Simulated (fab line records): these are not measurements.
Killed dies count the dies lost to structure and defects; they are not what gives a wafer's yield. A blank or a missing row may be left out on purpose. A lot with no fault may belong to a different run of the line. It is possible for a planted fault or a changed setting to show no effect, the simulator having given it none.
A struck lot beside a sound one -- flow sky130 -- 15 out of 708 route steps
Sound: the wafers L988.1, L988.3, L988.4. Wafers struck: L978.1, L978.4. Last of all comes the cause.
For every step that has rows: the tool of each side, followed by ch and its chambers, followed by its first start. Under that, the readings that differ: sound wafers -- struck wafers -- difference of the means -- sigmas: that difference in standard deviations of wafers without a fault.
alike: readings with means less than 2 such deviations apart, plus words and numbers identical on both sides. not compared: withheld readings, readings lacking a value on some wafer, bounds such as >300 that could conceal the same value, and numbers that have no deviation in the record and whose values overlap.
Wherever a step has rows on one side only, a row that says differs or no value, or a row with sigmas, the two part there. Non-overlapping numbers with no deviation appear without sigmas and do not part them. Lack of a reading on every wafer of one side parts them only where that side has two or more wafers.

first, 8 steps without rows for these wafers: SKY_POLY_GATE_DEHYDRATE_05 (time 60 s); SKY_POLY_GATE_HMDS_06 (prime time 60 s); SKY_POLY_GATE_COAT_07 (resist thk 110 nm); SKY_POLY_GATE_COAT_08 (resist thk 450 nm); SKY_POLY_GATE_SOFTBAKE_09 (time 90 s); SKY_POLY_GATE_EXPOSE_10 (exposes mask P1M, target cd 150 nm); SKY_POLY_GATE_PEB_11; SKY_POLY_GATE_DEVELOP_12 (develop time 60 s).
SKY_POLY_GATE_CD_MEAS_13: target cd 150 nm.
  sound on cdSem-02 at day 23 05:26; struck on cdSem-01 at day 20 01:58
  alike: cdNm
SKY_POLY_GATE_OVL_MEAS_14:
  sound on overlay-02 at day 23 05:33; struck on overlay-02 at day 20 02:05
  alike: POLY_GATE_OVL
SKY_POLY_GATE_ETCH_15: etches BARC in N2/H2, stops on SiO2, time 118.5 s, target depth 110 nm.
  sound on rieDiel-01 ch 0,3, day 23 05:35; struck on rieDiel-02 ch 2,3, day 20 02:07
  alike: biasW, drypumpMotorCurrentA, oesProductAu, throttleValvePct
  not compared: rfHoursCounterH
SKY_POLY_GATE_ETCH_16: etches Si3N4 in CH3F/O2, stops on poly-Si, time 147.5 s, target depth 75 nm.
  sound on rieDiel-01 ch 0,3, day 23 05:40; struck on rieDiel-02 ch 2,3, day 20 02:12
  alike: biasW, drypumpMotorCurrentA, oesProductAu, throttleValvePct
  not compared: rfHoursCounterH
SKY_POLY_GATE_ETCH_17: etches poly-Si in HBr/Cl2, stops on SiO2, target depth 180 nm, time 70.5 s.
  sound on rieSi-01 ch 0,1,3, day 23 05:46; struck on rieSi-01 ch 2,3, day 20 02:18
reading,sound,struck,difference,sigmas
oesProductAu (a.u.),0.980 0.987 0.983,0.845 0.858,-0.132,-19
model.POLY_GATE.featureDepthNm (nm),177.3 177.7 177.9,143.6 145.7,-33.0,
model.etch.depthNm (nm),177.3 177.7 177.9,143.6 145.7,-33.0,
model.KrF-thick_of_POLY_GATE_COAT_08.thkNm (nm),138.7 138.4 140.6,157.5 162,+20.5,
  alike: biasW, drypumpMotorCurrentA, mfcCl2Sccm, throttleValvePct
  not compared: rfHoursCounterH
SKY_POLY_GATE_STRIP_18: strips in O2/N2.
  sound on plasmaAsher-01 ch 0,1, day 23 05:50; struck on plasmaAsher-02 ch 1, day 20 02:21
reading,sound,struck,difference,sigmas
oesProductAu (a.u.),0.360 0.362 0.358,0.371 0.373,+0.012,+3
stripTimeToEndpointS (s),3.162 3.146 3.176,3.362 3.405,+0.222,+7
  alike: drypumpMotorCurrentA
  not compared: rfHoursCounterH
then, 1 step without rows for these wafers: SKY_POLY_GATE_CLEAN_19 (cleans in SC1/SC2, time 150 s).

WHERE THEY PART
Last at SKY_POLY_GATE_STRIP_18 as far as this record goes, first at SKY_POLY_GATE_ETCH_17.

WHY: what the simulator had put in
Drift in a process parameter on rieSi-01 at SKY_POLY_GATE_ETCH_17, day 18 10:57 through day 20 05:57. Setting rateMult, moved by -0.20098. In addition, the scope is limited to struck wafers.
